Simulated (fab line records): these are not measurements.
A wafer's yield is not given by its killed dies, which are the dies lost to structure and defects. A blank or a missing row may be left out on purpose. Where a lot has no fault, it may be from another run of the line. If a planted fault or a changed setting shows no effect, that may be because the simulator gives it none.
Which tool was responsible? | flow sfq line | 7 lots (21 wafers sampled), 1 step of a 325-step route

== WHAT THE GAUGES READ, wafer by wafer ==
SFQ_R5_THK_MEAS_934: measures by xrf.
lot  | measured     | on            | R5_MONX_THK (nm)
L451 | day 47 10:01 | film metro-01 | 40.6 40.3 40.0
L460 | day 57 09:12 | film metro-01 | 41.4 42.1 41.8
L463 | day 58 06:16 | film metro-01 | 41.4 42.0 41.0
L465 | day 59 00:16 | film metro-04 | 41.4 41.4 40.9
L467 | day 59 23:56 | film metro-03 | 40.7 40.2 41.3
L469 | day 61 09:13 | film metro-01 | 41.7 41.0 41.6
L472 | day 61 21:16 | film metro-01 | 41.2 41.3 40.7

== TOOL THAT RAN EACH LOT (tool first, then ch and the chambers of the sampled wafers, then the start) ==
Record: no process step prior to these readings.

== THE ANSWER, worked out from the rows above alone ==
Rule: the usual values come from the lots themselves. Put in order of their means at a reading, lots are off if they are a third of the lots or fewer, leave a main group of 4 or more, and stand apart from it by a gap of 3 or more times the standard deviation of the main group's means; of several such gaps the widest counts. The tables above print the reading to a certain number of digits; a main group whose means all agree to those digits is not used. Also off: a lot with no number at a reading for which 4 or more lots have one. Where the step has rows for the other lots, those lots are counted as sound.
None of the lots is off at any reading shown; this tells nothing.

== WHAT WAS PUT IN BY THE SIMULATOR ==
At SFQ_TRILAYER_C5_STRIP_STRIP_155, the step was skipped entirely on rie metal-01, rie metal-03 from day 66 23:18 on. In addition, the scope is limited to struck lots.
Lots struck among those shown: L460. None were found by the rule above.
